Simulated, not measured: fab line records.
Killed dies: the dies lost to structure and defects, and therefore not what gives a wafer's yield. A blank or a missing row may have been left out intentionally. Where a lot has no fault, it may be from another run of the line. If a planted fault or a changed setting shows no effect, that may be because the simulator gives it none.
A lot that was struck, set against a sound lot | flow sky130 | 16 steps out of a route of 708
Sound: wafers L639.1, L639.2, L639.5. The struck wafers were L625.1, L625.3, L625.5. At the end, the cause is stated.
Each step with rows lists, per side, the tool, then ch with its chambers, then its first start. Under that, the readings that differ: sound wafers | struck wafers | difference of the means | sigmas: that difference in standard deviations of wafers without a fault.
alike: a reading whose means differ by less than 2 such deviations, as well as words and numbers matching on both sides. not compared: withheld readings; readings where some wafer has no value; bounds like >300 that might hide an equal value; numbers whose values overlap and for which the record gives no deviation.
Wherever a step has rows on one side only, a row that says differs or no value, or a row with sigmas, the two part there. Numbers that have no deviation but don't overlap get no sigmas and don't part them. A reading missing from all wafers of one side parts the sides only when that side holds two or more wafers.

SKY_NWELL_RS_MEAS_29: measurement is done with a four-point probe.
  sound on film-metro-04, day 9 23:30; struck on film-metro-01, day 6 01:44
  alike: NWELL_RS
SKY_NWELL_RS_MEAS_31: measurement is done with a four-point probe.
  sound on film-metro-04, day 9 23:44; struck on film-metro-01, day 6 01:59
  alike: PWDE_RS
then, 7 steps without rows for these wafers: SKY_VT_ADJUST_HVTP_DEHYDRATE_00 (time 60 s); SKY_VT_ADJUST_HVTP_HMDS_01 (prime time 60 s); SKY_VT_ADJUST_HVTP_COAT_02 (resist thk 1140 nm); SKY_VT_ADJUST_HVTP_SOFTBAKE_03 (time 60 s); SKY_VT_ADJUST_HVTP_EXPOSE_04 (exposes mask HVTPM, target cd 380 nm); SKY_VT_ADJUST_HVTP_PEB_05; SKY_VT_ADJUST_HVTP_DEVELOP_06 (develop time 60 s).
SKY_VT_ADJUST_HVTP_CD_MEAS_07: target cd 380 nm.
  sound on cd-sem-02, day 10 21:56; struck on cd-sem-01, day 6 19:50
  alike: cd-nm
SKY_VT_ADJUST_HVTP_OVL_MEAS_08:
  sound on overlay-01, day 10 22:04; struck on overlay-02, day 6 19:58
  alike: VT_ADJUST_HVTP_OVL
SKY_VT_ADJUST_HVTP_IMPLANT_09:
  sound on implanter-03 ch 0, day 10 22:06; struck on implanter-01 ch 0, day 6 20:00
  alike: beam-on-s, faraday-current-uA
SKY_VT_ADJUST_HVTP_STRIP_10: strips in O2/N2.
  sound on plasma-asher-01 ch 0,1, day 10 22:15; struck on plasma-asher-01 ch 1, day 6 20:09
  alike: drypump-motor-current-A, oes-product-au, strip-time-to-endpoint-s
  not compared: rf-hours-counter-h
SKY_VT_ADJUST_HVTP_TW_MEAS_11:
  sound on film-metro-02, day 10 22:21; struck on film-metro-04, day 6 20:15
  reading           | sound          | struck         | difference | sigmas
  VT_ADJUST_HVTP_TW | 1342 1345 1349 | 1332 1327 1334 | -14        | -2
then, 1 step without rows for these wafers: SKY_VT_ADJUST_LVTN_DEHYDRATE_00 (time 60 s).
-- a jump in the record: the struck wafers' starts before and after are 40 days apart (it breaks off in module VT_ADJUST_LVTN and resumes in module PAD_OPEN, where the first step shown is number 708 of the route) --
SKY_PAD_OPEN_PROBE_99:
  sound on prober-02, day 50 00:31; struck on prober-02, day 46 12:48
  reading                                 | sound           | struck            | difference | sigmas
  model.etest.tip-p.rs-ohm-sq-range       | 95.03 158 102   | 335.5 253.5 309.9 | +181.3     |
  model.etest.pfet_01v8.drive-ua-um-range | 9.39 5.535 6.74 | 12.53 15.52 14.72 | +7.03      |
  alike: killed_at_M0_to_M3, killed_at_M4_up, killed-at-contacts, killed-at-front-end, killed-at-other, killed-dies, killed-on-rim, killed-open, killed-short
  not compared: model.etest.tip-p.rs-ohm-sq, model.etest.pfet_01v8_mvt.drive-ua-um, model.etest.pfet_01v8_mvt.off-log10-a-um, model.etest.pfet_01v8.off-log10-a-um, model.etest.pfet_01v8_mvt.vt-sat-v, model.etest.pfet_01v8.vt-sat-v

WHERE THEY PART
Within this record, at SKY_VT_ADJUST_HVTP_TW_MEAS_11 only. Later steps at which nothing parts them and some readings are alike: SKY_PAD_OPEN_PROBE_99.

WHY: whatever the simulator had introduced
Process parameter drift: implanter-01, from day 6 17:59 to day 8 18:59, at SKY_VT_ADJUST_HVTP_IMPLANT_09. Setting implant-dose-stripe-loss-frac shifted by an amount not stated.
